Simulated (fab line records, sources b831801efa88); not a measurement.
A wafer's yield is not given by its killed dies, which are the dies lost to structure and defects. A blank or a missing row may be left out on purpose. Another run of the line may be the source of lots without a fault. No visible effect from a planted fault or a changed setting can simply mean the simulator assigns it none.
A struck lot beside a sound one :: flow sky130 :: 25 steps out of a route of 708
Sound: these wafers, L370.1, L370.4, L370.5. Wafers struck: L381.1, L381.4, L381.5. The cause is given at the end.
Each step with rows lists, per side, the tool, then ch with its chambers, then its first start. Under that, the readings that differ: sound wafers :: struck wafers :: difference of the means :: sigmas: that difference in standard deviations of wafers without a fault.
alike: same words and numbers on both sides, and readings whose means sit less than 2 such deviations apart. not compared: any withheld reading, any reading some wafer has no value for, any bound like >300 that may hide the same value, and any number with overlapping values for which the record gives no deviation.
A row with sigmas, a row that says differs or no value, or rows on one side alone: a step with any of these is where the two part. When numbers do not overlap yet have no deviation, they are printed without sigmas and do not part them. A reading that every wafer of one side lacks parts them only if that side has two wafers or more.

SKY_LOCAL_INTERCONNECT_STRIP_15: strips in O2/N2.
  sound on plasma-asher-04 ch 0,1, day 30 18:47; struck on plasma-asher-04 ch 0, day 34 19:17
  alike: drypump-motor-current-A, oes-product-au, strip-time-to-endpoint-s
  not compared: rf-hours-counter-h
then, 3 steps without rows for these wafers: SKY_LOCAL_INTERCONNECT_STRIP_16 (strips in post etch residue remover, time 1200 s); SKY_LOCAL_INTERCONNECT_CLEAN_17 (cleans in IPA, time 180 s); SKY_LOCAL_INTERCONNECT_CLEAN_18 (cleans in O3/DIW).
SKY_CONTACT_CVD_00: deposits Si3N4, target thk 75 nm.
  sound on pecvd-02 ch 0,1,2, day 30 19:25; struck on pecvd-02 ch 0,1,2, day 34 19:53
  alike: heater-power-w
SKY_CONTACT_THK_MEAS_01:
  struck on film-metro-01, day 34 19:55; sound on film-metro-01, day 30 19:27
  alike: CONTACT_CVD_00_THK
then, 1 step without rows for these wafers: SKY_CONTACT_HDPCVD_02 (deposits SiO2, target thk 565 nm, time 94.2 s).
SKY_CONTACT_THK_MEAS_03:
  struck on film-metro-04, day 34 20:02; sound on film-metro-03, day 30 19:35
  alike: CONTACT_HDPCVD_THK
SKY_CONTACT_CMP_04: polishes SiO2.
  sound on cmp-01 ch 1,2,3, day 30 19:38; struck on cmp-02 ch 0,2, day 34 20:06
  alike: motor-current-A, time-to-endpoint-s
SKY_CONTACT_BOW_MEAS_05:
  struck on film-metro-01, day 34 20:24; sound on film-metro-04, day 30 19:58
reading: CONTACT_BOW (um)
sound: 94 89 89
struck: 71 81 74
difference: -15
sigmas: -2
then, 2 steps without rows for these wafers: SKY_CONTACT_DEHYDRATE_06 (time 60 s); SKY_CONTACT_HMDS_07 (prime time 60 s).
SKY_CONTACT_COAT_08: resist thk 60 nm.
  sound on litho-track-03 ch 0, day 31 08:49; struck on litho-track-03 ch 0, day 35 09:04
reading: spin-speed-rpm (rpm)
sound: 3000.3 2998.8 3000.3
struck: 2093.6 2091.0 2091.1
difference: -907.9
sigmas: -99 or more
  alike: exhaust-pa
then, 5 steps without rows for these wafers: SKY_CONTACT_COAT_09 (resist thk 450 nm); SKY_CONTACT_SOFTBAKE_10 (time 90 s); SKY_CONTACT_EXPOSE_11 (exposes mask CTM1, target cd 170 nm); SKY_CONTACT_PEB_12; SKY_CONTACT_DEVELOP_13 (develop time 60 s).
SKY_CONTACT_CD_MEAS_14: target cd 170 nm.
  struck on cd-sem-02, day 35 22:28; sound on cd-sem-01, day 31 23:02
  alike: cd-nm
SKY_CONTACT_OVL_MEAS_15:
  struck on overlay-01, day 35 22:35; sound on overlay-01, day 31 23:10
  alike: CONTACT_OVL
SKY_CONTACT_ETCH_16: etches BARC in N2/H2, stops on SiO2, time 45.9 s, target depth 60 nm.
  sound on rie-diel-04 ch 0,2,3, day 31 23:12; struck on rie-diel-01 ch 0,2, day 35 22:37
reading: drypump-motor-current-A (A)
sound: 6.2 5.9 5.5
struck: 4.9 4.8 4.8
difference: -1.0
sigmas: -2

reading: oes-product-au (a.u.)
sound: 0.864 0.850 0.849
struck: 0.945 0.946 0.949
difference: +0.092
sigmas: +20

reading: model.etch.depth-nm (nm)
sound: 60.07 59.91 59.99
struck: 71.58 71.6 71.71
difference: +11.64
sigmas: 
  alike: throttle-valve-pct
  not compared: rf-hours-counter-h
SKY_CONTACT_ETCH_17: etches SiO2 in C4F8/O2/Ar, stops on Si3N4, target depth 340 nm.
  sound on rie-diel-04 ch 0,2,3, day 31 23:14; struck on rie-diel-01 ch 0,2, day 35 22:40
  alike: oes-product-au
SKY_CONTACT_ETCH_18: etches Si3N4 in CHF3/O2, stops on TiN, time 39 s, target depth 75 nm.
  sound on rie-diel-04 ch 0,2,3; struck on rie-diel-01 ch 0,2
reading: drypump-motor-current-A (A)
sound: 6.2 5.8 5.5
struck: 4.9 4.8 4.8
difference: -1.0
sigmas: -2
  alike: oes-product-au, throttle-valve-pct
  not compared: rf-hours-counter-h
SKY_CONTACT_STRIP_19: strips in O2/N2.
  sound on plasma-asher-03 ch 0,1, day 31 23:20; struck on plasma-asher-02 ch 0,1, day 35 22:45
reading: drypump-motor-current-A (A)
sound: 4.9 4.9 4.9
struck: 6.4 6.4 5.8
difference: +1.3
sigmas: +2

reading: strip-time-to-endpoint-s (s)
sound: 3.618 3.632 3.629
struck: 3.748 3.789 3.770
difference: +0.143
sigmas: +7
  alike: oes-product-au
  not compared: rf-hours-counter-h
then, 1 step without rows for these wafers: SKY_CONTACT_STRIP_20 (strips in post etch residue remover, time 1200 s).

## WHERE THEY PART
At SKY_CONTACT_BOW_MEAS_05 first; at SKY_CONTACT_STRIP_19 last (within this record only).

WHY: whatever the simulator had introduced
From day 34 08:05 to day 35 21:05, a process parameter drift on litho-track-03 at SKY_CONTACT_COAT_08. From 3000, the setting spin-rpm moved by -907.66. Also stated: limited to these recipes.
